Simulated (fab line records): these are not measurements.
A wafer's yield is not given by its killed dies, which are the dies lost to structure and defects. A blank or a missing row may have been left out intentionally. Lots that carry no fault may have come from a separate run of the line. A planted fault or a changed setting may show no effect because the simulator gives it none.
Check of tool commonality :: flow sky130 :: 13 lots, 39 wafers sampled

## WHY IT WAS OPENED
SKY_LDD_LDN_TW_MEAS_13, reading LDD_LDN_TW: flagged on 3 of 13 lots. Fault-free wafers read 1479, with a standard deviation of 6.
Rule: a lot gets a flag if all its wafers with a number sit over 4 standard deviations from that mean, or if no wafer of it has a number. All remaining lots are regarded as sound.

lot: L706
measured: day 22 18:53
on: film-metro-04
LDD_LDN_TW, wafer by wafer: 1487 1486 1488
flag: 

lot: L707
measured: day 23 07:47
on: film-metro-02
LDD_LDN_TW, wafer by wafer: 1478 1475 1472
flag: 

lot: L708
measured: day 23 19:47
on: film-metro-02
LDD_LDN_TW, wafer by wafer: 1478 1476 1474
flag: 

lot: L710
measured: day 25 05:09
on: film-metro-02
LDD_LDN_TW, wafer by wafer: 1477 1479 1473
flag: 

lot: L712
measured: day 25 21:33
on: film-metro-02
LDD_LDN_TW, wafer by wafer: 1467 1471 1475
flag: 

lot: L715
measured: day 26 20:25
on: film-metro-04
LDD_LDN_TW, wafer by wafer: 1513 1519 1515
flag: FLAGGED

lot: L716
measured: day 27 14:19
on: film-metro-02
LDD_LDN_TW, wafer by wafer: 1514 1507 1507
flag: FLAGGED

lot: L717
measured: day 27 16:18
on: film-metro-02
LDD_LDN_TW, wafer by wafer: 1514 1511 1516
flag: FLAGGED

lot: L718
measured: day 27 16:22
on: film-metro-04
LDD_LDN_TW, wafer by wafer: 1487 1485 1492
flag: 

lot: L721
measured: day 28 05:00
on: film-metro-04
LDD_LDN_TW, wafer by wafer: 1476 1470 1474
flag: 

lot: L725
measured: day 29 14:46
on: film-metro-04
LDD_LDN_TW, wafer by wafer: 1475 1472 1484
flag: 

lot: L728
measured: day 30 10:45
on: film-metro-03
LDD_LDN_TW, wafer by wafer: 1482 1482 1478
flag: 

lot: L729
measured: day 31 05:57
on: film-metro-04
LDD_LDN_TW, wafer by wafer: 1479 1481 1483
flag: 
On average the flagged lots' numbers are 1513, which is +34 against the usual, or +6 standard deviations.

## WHICH TOOL EACH LOT WENT THROUGH
The record holds 1 process step before the reading, out of a route of 708 steps. Cell contents, in order: the tool; ch with the chambers the sampled wafers went through; the start.
lot: L706
flag: 
SKY_LDD_LDN_IMPLANT_08: implanter-01 ch 0, day 22 18:11

lot: L707
flag: 
SKY_LDD_LDN_IMPLANT_08: implanter-01 ch 0, day 23 07:05

lot: L708
flag: 
SKY_LDD_LDN_IMPLANT_08: implanter-04 ch 0, day 23 19:05

lot: L710
flag: 
SKY_LDD_LDN_IMPLANT_08: implanter-03 ch 0, day 25 04:27

lot: L712
flag: 
SKY_LDD_LDN_IMPLANT_08: implanter-04 ch 0, day 25 20:52

lot: L715
flag: FLAGGED
SKY_LDD_LDN_IMPLANT_08: implanter-01 ch 0, day 26 19:45

lot: L716
flag: FLAGGED
SKY_LDD_LDN_IMPLANT_08: implanter-01 ch 0, day 27 13:38

lot: L717
flag: FLAGGED
SKY_LDD_LDN_IMPLANT_08: implanter-01 ch 0, day 27 15:36

lot: L718
flag: 
SKY_LDD_LDN_IMPLANT_08: implanter-03 ch 0, day 27 15:40

lot: L721
flag: 
SKY_LDD_LDN_IMPLANT_08: implanter-03 ch 0, day 28 04:18

lot: L725
flag: 
SKY_LDD_LDN_IMPLANT_08: implanter-04 ch 0, day 29 14:04

lot: L728
flag: 
SKY_LDD_LDN_IMPLANT_08: implanter-01 ch 0, day 30 10:03

lot: L729
flag: 
SKY_LDD_LDN_IMPLANT_08: implanter-03 ch 0, day 31 05:16
What these steps do:
- SKY_LDD_LDN_IMPLANT_08
- SKY_LDD_LDN_TW_MEAS_13

## FLAGGED AGAINST TOTAL, ONE TOOL AT A TIME (gauges that did the reading follow at the end)
step: SKY_LDD_LDN_IMPLANT_08
tool: implanter-01
lots run: 6
flagged: 3
share of the flagged lots: all
sound lots run after its first flagged lot: 1 (L728)

step: SKY_LDD_LDN_IMPLANT_08
tool: implanter-03
lots run: 4
flagged: 0
share of the flagged lots: none
sound lots run after its first flagged lot: -

step: SKY_LDD_LDN_IMPLANT_08
tool: implanter-04
lots run: 3
flagged: 0
share of the flagged lots: none
sound lots run after its first flagged lot: -

step: SKY_LDD_LDN_TW_MEAS_13
tool: film-metro-02
lots run: 6
flagged: 2
share of the flagged lots: some
sound lots run after its first flagged lot: 0

step: SKY_LDD_LDN_TW_MEAS_13
tool: film-metro-03
lots run: 1
flagged: 0
share of the flagged lots: none
sound lots run after its first flagged lot: -

step: SKY_LDD_LDN_TW_MEAS_13
tool: film-metro-04
lots run: 6
flagged: 1
share of the flagged lots: some
sound lots run after its first flagged lot: 4 (L718,L721,L725,L729)

## THE TABLE: WHAT IT ALLOWS
1 row of the table ran every flagged lot: implanter-01 at SKY_LDD_LDN_IMPLANT_08.
- implanter-01 at SKY_LDD_LDN_IMPLANT_08: 3 of its 6 lots flagged. After the first flagged lot (L728), sound lots still ran on it; a lasting fault on the whole tool would not permit that. Its own readings (beam-energy-keV) fall more than 4 standard deviations out on all wafers of the flagged lots.
Not one row of the table ran every flagged lot while running no sound lot after the first.

## WHAT THE SIMULATOR HAD PUT IN
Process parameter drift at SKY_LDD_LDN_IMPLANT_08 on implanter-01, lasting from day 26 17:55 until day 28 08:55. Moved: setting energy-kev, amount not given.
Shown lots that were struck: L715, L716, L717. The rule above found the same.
